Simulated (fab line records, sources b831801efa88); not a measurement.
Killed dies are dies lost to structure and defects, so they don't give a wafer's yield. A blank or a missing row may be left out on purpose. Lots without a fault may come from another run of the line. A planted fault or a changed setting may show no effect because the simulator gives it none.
A struck lot beside a sound one | flow sky130 | 44 steps out of a route of 708
Sound: wafers L722.4, L722.5, L722.6. Struck: wafer L728.4. (L728.3, L728.5 of the same lot were not struck and are left out.) The cause comes at the end.
At each step with rows: each side's tool, then ch and its chambers, then its first start. Under that, the readings that differ: sound wafers | struck wafers | difference of the means | sigmas: that difference in standard deviations of wafers without a fault.
alike: readings whose means differ by less than 2 such deviations, and words and numbers that are the same on both sides. not compared: withheld readings, readings that some wafer has no value for, bounds like >300 that may hide the same value, and numbers for which the record gives no deviation and whose values overlap.
The two part at a step that has a row with sigmas, a row that says differs or no value, or rows on one side only. Numbers that don't overlap but have no deviation are shown without sigmas and don't part them. A reading that every wafer of one side lacks parts them only if that side has two wafers or more.

first, 2 steps without rows for these wafers: SKY_VIA3_SPUTTER_20 (material TiN, target thk 20 nm, time 80 s); SKY_VIA3_CVD_21 (deposits W, target thk 390 nm, time 117.31 s).
SKY_VIA3_RS_MEAS_22: measures by four-point-probe.
  sound on film_metro-04, day 41 08:55; struck on film_metro-03, day 43 05:10
  reading            | sound             | struck | difference | sigmas
  VIA3_W_RS (ohm/sq) | 0.299 0.286 0.295 | 0.280  | -0.013     | -2
SKY_VIA3_THK_MEAS_23: measures by xrf.
  sound on film_metro-04, day 41 09:00; struck on film_metro-03, day 43 05:16
  reading         | sound       | struck | difference | sigmas
  VIA3_W_THK (nm) | 385 407 394 | 423    | +28        | +3
then, 3 steps without rows for these wafers: SKY_VIA3_CMP_24 (polishes, stops on SiO2, t overpolish 20 s, target thk 0 nm); SKY_METAL4_SPUTTER_00 (material Ti, target thk 15 nm, time 10 s); SKY_METAL4_SPUTTER_01 (material TiN, target thk 20 nm, time 16.7 s).
SKY_METAL4_SPUTTER_02: material AlCu, target thk 735 nm, time 39.1 s.
  sound on pvd_sputter-02, day 41 09:23; struck on pvd_sputter-03, day 43 05:39
  alike: chamber_pressure_pa, throttle_valve_pct
SKY_METAL4_SPUTTER_03: material Ti, target thk 5 nm, time 3.3 s.
  sound on pvd_sputter-02, day 41 09:25; struck on pvd_sputter-03, day 43 05:41
  alike: chamber_pressure_pa, throttle_valve_pct
SKY_METAL4_SPUTTER_04: material TiN, target thk 70 nm, time 58.3 s.
  sound on pvd_sputter-02, day 41 09:26; struck on pvd_sputter-03, day 43 05:42
  alike: chamber_pressure_pa, throttle_valve_pct
SKY_CAP2M_CVD_00: deposits SiO2, target thk 15.5 nm.
  sound on pecvd-04 ch 0,1,2, day 41 09:30; struck on pecvd-02 ch 0, day 43 05:45
  alike: heater_power_outer_w, heater_power_w
SKY_CAP2M_THK_MEAS_01:
  sound on film_metro-02, day 41 09:32; struck on film_metro-04, day 43 05:47
  alike: CAP2M_CVD_00_THK
SKY_CAP2M_SPUTTER_02: material TiN, target thk 200 nm, time 166.7 s.
  sound on pvd_sputter-01, day 41 09:37; struck on pvd_sputter-01, day 43 05:50
  reading                                   | sound                | struck | difference | sigmas
  chamber_pressure_pa (Pa)                  | 0.3991 0.3995 0.3989 | 0.5770 | +0.1778    | +99 or more
  throttle_valve_pct (%)                    | 29.9 30.5 27.9       | 23.3   | -6.1       | -6
  model.TiN_of_CAP2M_SPUTTER_02.thk_nm (nm) | 199.7 201.1 200.6    | 190.1  | -10.4      |
  alike: substrate_temp_c
SKY_CAP2M_RS_MEAS_03: measures by four-point-probe.
  sound on film_metro-04, day 41 09:44; struck on film_metro-04, day 43 05:59
  reading               | sound          | struck | difference | sigmas
  CAP2M_TIN_RS (ohm/sq) | 6.92 6.87 6.90 | 7.28   | +0.38      | +5
SKY_CAP2M_THK_MEAS_04: measures by xrf.
  sound on film_metro-04, day 41 09:50; struck on film_metro-04, day 43 06:05
  reading            | sound             | struck | difference | sigmas
  CAP2M_TIN_THK (nm) | 203.1 204.4 202.6 | 192.2  | -11.2      | -4
then, 7 steps without rows for these wafers: SKY_CAP2M_DEHYDRATE_05 (time 60 s); SKY_CAP2M_HMDS_06 (prime time 60 s); SKY_CAP2M_COAT_07 (resist thk 1140 nm); SKY_CAP2M_SOFTBAKE_08 (time 60 s); SKY_CAP2M_EXPOSE_09 (exposes mask CAP2M, target cd 1000 nm); SKY_CAP2M_PEB_10; SKY_CAP2M_DEVELOP_11 (develop time 60 s).
SKY_CAP2M_OVL_MEAS_12:
  sound on overlay-01, day 42 10:04; struck on overlay-01, day 44 05:55
  alike: CAP2M_OVL
SKY_CAP2M_METAL_ETCH_13: etches TiN in Cl2/BCl3, stops on SiO2, target depth 220 nm, time 62.9 s.
  sound on rie_metal-03 ch 0,1, day 42 10:07; struck on rie_metal-03 ch 0, day 44 05:58
  reading               | sound             | struck | difference | sigmas
  oes_product_au (a.u.) | 0.948 0.947 0.943 | 0.912  | -0.034     | -4
  alike: drypump_motor_current_A, throttle_valve_pct
  not compared: rf_hours_counter_h
then, 12 steps without rows for these wafers: SKY_CAP2M_STRIP_14 (strips in O2/N2); SKY_CAP2M_STRIP_15 (strips in post etch residue remover, time 1200 s); SKY_CAP2M_CLEAN_16 (cleans in IPA, time 180 s); SKY_CAP2M_CLEAN_17 (cleans in O3/DIW); SKY_METAL4_DEHYDRATE_05 (time 60 s); SKY_METAL4_HMDS_06 (prime time 60 s); SKY_METAL4_COAT_07 (resist thk 60 nm); SKY_METAL4_COAT_08 (resist thk 1140 nm); SKY_METAL4_SOFTBAKE_09 (time 90 s); SKY_METAL4_EXPOSE_10 (exposes mask MM4, target cd 300 nm); SKY_METAL4_PEB_11; SKY_METAL4_DEVELOP_12 (develop time 60 s).
SKY_METAL4_CD_MEAS_13: target cd 300 nm.
  sound on cd_sem-02, day 43 11:19; struck on cd_sem-01, day 45 06:05
  alike: cd_nm
SKY_METAL4_OVL_MEAS_14:
  sound on overlay-01, day 43 11:23; struck on overlay-02, day 45 06:11
  reading         | sound  | struck | difference | sigmas
  METAL4_OVL (nm) | 4 10 2 | 19     | +14        | +2
then, 2 steps without rows for these wafers: SKY_METAL4_DESCUM_15 (chemistry O2, time 8 s); SKY_METAL4_ETCH_16 (etches BARC in N2/H2, stops on SiO2, time 88.2 s, target depth 60 nm).
SKY_METAL4_ETCH_17: etches SiO2 in C4F8/O2/Ar, stops on TiN, time 3.9 s, target depth 15 nm.
  sound on rie_diel-03 ch 2,3, day 43 11:32; struck on rie_diel-01 ch 1, day 45 06:20
  alike: oes_product_au
  not compared: rf_hours_counter_h
then, 1 step without rows for these wafers: SKY_METAL4_METAL_ETCH_18 (etches the open film in Cl2/BCl3, stops on SiO2, target depth 845 nm, time 183.1 s).
SKY_METAL4_STRIP_20: strips in post etch residue remover, time 1200 s.
  sound on wet_bench-01 ch 0, day 43 11:50; struck on wet_bench-02 ch 2, day 45 06:38
  reading                                   | sound             | struck | difference | sigmas
  model.TiN_of_CAP2M_SPUTTER_02.thk_nm (nm) | 198.8 200.3 199.7 | 189.3  | -10.3      |
-- the record jumps here: 4 days lie between the struck wafers' starts before and after (it left off in module METAL4 and takes up again in module PAD_OPEN, whose first step shown is number 708 of the route) --
SKY_PAD_OPEN_PROBE_99:
  sound on prober-02, day 47 11:31; struck on prober-02, day 49 02:50
  reading                           | sound             | struck | difference | sigmas
  killed_at_contacts                | 22 11 17          | 29     | +12        | +2
  model.etest.cap_mim2.plate_ohm_sq | 5.937 5.864 5.964 | 6.303  | +0.381     |
  alike: defect_limited_yield, killed_at_M0_to_M3, killed_at_M4_up, killed_at_front_end, killed_at_other, killed_dies, killed_open, killed_short, sort_bin_3_pad_short, sort_bin_5_function, sort_bin_6_memory, sort_n_pass, sort_yield_pct

WHERE THEY PART
First at SKY_VIA3_RS_MEAS_22; last, within this record, at SKY_PAD_OPEN_PROBE_99.

WHY: what the simulator had put in
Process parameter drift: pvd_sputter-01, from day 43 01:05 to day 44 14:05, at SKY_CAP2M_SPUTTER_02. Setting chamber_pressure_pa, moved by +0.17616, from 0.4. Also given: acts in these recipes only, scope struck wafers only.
